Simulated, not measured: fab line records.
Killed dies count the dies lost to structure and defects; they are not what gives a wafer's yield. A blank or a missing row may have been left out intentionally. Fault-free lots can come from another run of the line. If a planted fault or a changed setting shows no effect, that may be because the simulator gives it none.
The tool behind it: which one? || flow sky130 || Sampling: 11 lots, 33 wafers, 2 of 708 route steps

## WHAT EACH GAUGE READ, for each wafer
SKY_FIELD_ISO_CD_MEAS_13 targets a cd of 150 nm. Usual: cd-nm reads 150.2 nm (standard deviation 1.6).
{"lot": "L525", "measured": "day 2 03:21", "on": "cd-sem-02", "cd-nm (nm)": "149.4 148.2 149.3", "flag": ""}
{"lot": "L526", "measured": "day 2 11:11", "on": "cd-sem-01", "cd-nm (nm)": "148.6 148.3 148.1", "flag": ""}
{"lot": "L527", "measured": "day 2 15:34", "on": "cd-sem-01", "cd-nm (nm)": "152.4 151.7 150.7", "flag": ""}
{"lot": "L528", "measured": "day 2 21:09", "on": "cd-sem-01", "cd-nm (nm)": "152.9 152.8 153.2", "flag": ""}
{"lot": "L529", "measured": "day 3 01:12", "on": "cd-sem-02", "cd-nm (nm)": "150.4 149.9 150.2", "flag": ""}
{"lot": "L530", "measured": "day 3 05:50", "on": "cd-sem-02", "cd-nm (nm)": "147.1 146.8 148.2", "flag": ""}
{"lot": "L531", "measured": "day 3 14:40", "on": "cd-sem-02", "cd-nm (nm)": "150.5 151.4 150.1", "flag": ""}
{"lot": "L534", "measured": "day 4 03:40", "on": "cd-sem-02", "cd-nm (nm)": "150.8 78.5 80.7", "flag": "OFF"}
{"lot": "L535", "measured": "day 4 08:56", "on": "cd-sem-01", "cd-nm (nm)": "79.8 150.9 150.2", "flag": "OFF"}
{"lot": "L539", "measured": "day 5 07:01", "on": "cd-sem-01", "cd-nm (nm)": "152.1 152.5 151.4", "flag": ""}
{"lot": "L547", "measured": "day 6 23:02", "on": "cd-sem-01", "cd-nm (nm)": "149.2 150.1 150.9", "flag": ""}

## EACH LOT AND THE TOOL THAT RAN IT (in order: tool; ch and the chambers of the sampled wafers; start)
{"lot": "L525", "SKY_FIELD_ISO_EXPOSE_10": "krf-scanner-01 ch 0, day 1 20:14"}
{"lot": "L526", "SKY_FIELD_ISO_EXPOSE_10": "krf-scanner-01 ch 0, day 2 04:16"}
{"lot": "L527", "SKY_FIELD_ISO_EXPOSE_10": "krf-scanner-02 ch 0, day 2 07:51"}
{"lot": "L528", "SKY_FIELD_ISO_EXPOSE_10": "krf-scanner-02 ch 0, day 2 13:12"}
{"lot": "L529", "SKY_FIELD_ISO_EXPOSE_10": "krf-scanner-02 ch 0, day 2 17:59"}
{"lot": "L530", "SKY_FIELD_ISO_EXPOSE_10": "krf-scanner-01 ch 0, day 2 22:14"}
{"lot": "L531", "SKY_FIELD_ISO_EXPOSE_10": "krf-scanner-01 ch 0, day 3 06:43"}
{"lot": "L534", "SKY_FIELD_ISO_EXPOSE_10": "krf-scanner-01 ch 0, day 3 19:54"}
{"lot": "L535", "SKY_FIELD_ISO_EXPOSE_10": "krf-scanner-01 ch 0, day 4 00:59"}
{"lot": "L539", "SKY_FIELD_ISO_EXPOSE_10": "krf-scanner-02 ch 0, day 4 22:52"}
{"lot": "L547", "SKY_FIELD_ISO_EXPOSE_10": "krf-scanner-02 ch 0, day 6 13:34"}
- SKY_FIELD_ISO_EXPOSE_10: exposes mask FOM, target cd 150 nm.

## AS READ BY THE TOOLS THEMSELVES (means over the sampled wafers that have a number; for cases with no such wafer, the mark the record gives instead)
The record holds no such reading with a usual standard deviation.

## THE ANSWER, worked out from the rows above alone
Rule: lot off if the mean of its wafers having a number is beyond 3 standard deviations from the usual mean. A lot without any number at a reading at which 4 lots or more have one is off too. Any other lot the step has rows for is counted as sound. Order of review: gauges by route order, followed by the tools' own readings, for which a lot's mean as printed above is used. The first step at which some lot is off is used, and at that step the reading that is off furthest; a lot without a number counts as furthest.
Off, at SKY_FIELD_ISO_CD_MEAS_13 on cd-nm: L534, L535.
If a tool, at a process step before that reading, ran all the lots that are off and no sound lot after the first of them, it fits. The gauges at SKY_FIELD_ISO_CD_MEAS_13 are tried like those tools. One fits: krf-scanner-01 at SKY_FIELD_ISO_EXPOSE_10. A fault onset in the window from L531 (day 3 06:43, its last sound lot) to L534 (day 3 19:54, its first lot off) fits.

## WHAT WAS PUT IN BY THE SIMULATOR
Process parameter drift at SKY_FIELD_ISO_EXPOSE_10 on krf-scanner-01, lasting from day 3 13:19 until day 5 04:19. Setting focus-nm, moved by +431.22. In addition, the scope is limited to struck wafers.
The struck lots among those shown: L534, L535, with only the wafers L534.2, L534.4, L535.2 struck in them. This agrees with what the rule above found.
